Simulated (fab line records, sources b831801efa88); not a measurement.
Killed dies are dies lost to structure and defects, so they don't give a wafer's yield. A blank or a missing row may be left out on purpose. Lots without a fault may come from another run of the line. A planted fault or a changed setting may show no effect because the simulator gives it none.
Which tool did it? | flow gf180mcu | 11 lots, 33 wafers sampled, at 3 steps of a route of 602

WHAT THE GAUGES READ, wafer by wafer
GF_CONTACT_RS_MEAS_25: measures by four-point-probe.
lot  | measured     | on            | CONTACT_W_RS (ohm/sq)
L258 | day 16 09:15 | film_metro-03 | 0.377 0.389 0.386
L259 | day 16 21:45 | film_metro-03 | 0.383 0.381 0.385
L260 | day 17 01:13 | film_metro-02 | 0.381 0.381 0.383
L265 | day 19 05:13 | film_metro-02 | 0.385 0.382 0.387
L268 | day 20 04:31 | film_metro-03 | 0.383 0.384 0.390
L271 | day 21 04:12 | film_metro-02 | 0.393 0.387 0.384
L274 | day 22 09:01 | film_metro-02 | 0.388 0.390 0.292
L275 | day 22 12:15 | film_metro-03 | 0.390 0.390 0.291
L277 | day 23 04:21 | film_metro-02 | 0.288 0.380 0.287
L279 | day 23 19:14 | film_metro-01 | 0.378 0.385 0.381
L280 | day 24 19:22 | film_metro-01 | 0.386 0.381 0.379

GF_CONTACT_THK_MEAS_26: measures by xrf.
lot  | measured     | on            | CONTACT_W_THK (nm)
L258 | day 16 09:22 | film_metro-03 | 299 290 292
L259 | day 16 21:52 | film_metro-03 | 295 296 294
L260 | day 17 01:19 | film_metro-02 | 295 296 295
L265 | day 19 05:20 | film_metro-02 | 296 298 294
L268 | day 20 04:38 | film_metro-03 | 295 296 291
L271 | day 21 04:19 | film_metro-02 | 288 292 295
L274 | day 22 09:07 | film_metro-02 | 290 289 384
L275 | day 22 12:21 | film_metro-03 | 287 288 384
L277 | day 23 04:28 | film_metro-02 | 389 299 390
L279 | day 23 19:20 | film_metro-01 | 305 300 300
L280 | day 24 19:29 | film_metro-01 | 300 305 305

WHICH TOOL RAN EACH LOT (tool, then ch and the chambers of the sampled wafers, then the start)
lot  | GF_CONTACT_CVD_24
L258 | cvd_w-01 ch 0,1, day 16 09:07
L259 | cvd_w-02 ch 0,1, day 16 21:39
L260 | cvd_w-01 ch 0, day 17 01:05
L265 | cvd_w-02 ch 0, day 19 05:07
L268 | cvd_w-02 ch 0,1, day 20 04:25
L271 | cvd_w-02 ch 0,1, day 21 04:06
L274 | cvd_w-02 ch 0,1, day 22 08:55
L275 | cvd_w-02 ch 0,1, day 22 12:09
L277 | cvd_w-02 ch 0,1, day 23 04:15
L279 | cvd_w-01 ch 0,1, day 23 19:08
L280 | cvd_w-01 ch 0,1, day 24 19:16
- GF_CONTACT_CVD_24: deposits W, target thk 300 nm, time 90.339 s.

WHAT THE TOOLS THEMSELVES READ (means of the sampled wafers that have a number; where no wafer has one, the mark that the record gives instead)
GF_CONTACT_CVD_24.
lot  | tool     | heater_power_w (W) | susceptor_temp_C (C)
L258 | cvd_w-01 | 894                | 400.18
L259 | cvd_w-02 | 835                | 400.03
L260 | cvd_w-01 | 751                | 399.87
L265 | cvd_w-02 | 828                | 399.98
L268 | cvd_w-02 | 844                | 399.87
L271 | cvd_w-02 | 845                | 399.95
L274 | cvd_w-02 | 843                | 399.82
L275 | cvd_w-02 | 837                | 399.96
L277 | cvd_w-02 | 841                | 399.95
L279 | cvd_w-01 | 802                | 399.96
L280 | cvd_w-01 | 872                | 400.05

THE ANSWER, worked out from the rows above alone
Rule: what is usual is taken from the lots themselves. Put in order of their means at a reading, lots are off if they are a third of the lots or fewer, leave a main group of 4 or more, and stand apart from it by a gap of 3 or more times the standard deviation of the main group's means; of several such gaps the widest counts. A main group whose means are all the same, to the digits that the tables above print for the reading, isn't used. A lot without any number at a reading at which 4 lots or more have one is off too. The other lots that the step has rows for count as sound. The gauges are gone through in route order, then the tools' own readings, and for those a lot's mean is taken as printed above. The first step at which some lot is off is used, and at that step the reading that is off furthest; a lot without a number counts as furthest.
Off: L274, L275, L277, at GF_CONTACT_RS_MEAS_25 (CONTACT_W_RS). The main group: mean 0.384 ohm/sq, standard deviation 0.0021.
A tool fits if, at a process step before that reading, it ran every lot that is off, and no sound lot after the first of them. The gauges at GF_CONTACT_RS_MEAS_25 are tried like those tools. One fits: cvd_w-02 at GF_CONTACT_CVD_24. Its last sound lot is L271 (day 21 04:06), its first lot that is off L274 (day 22 08:55): a fault that began between those two fits.

WHAT THE SIMULATOR HAD PUT IN
Process parameter drift: cvd_w-02, from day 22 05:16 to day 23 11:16, at GF_CONTACT_CVD_24. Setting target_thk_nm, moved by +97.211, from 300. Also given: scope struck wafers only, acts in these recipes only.
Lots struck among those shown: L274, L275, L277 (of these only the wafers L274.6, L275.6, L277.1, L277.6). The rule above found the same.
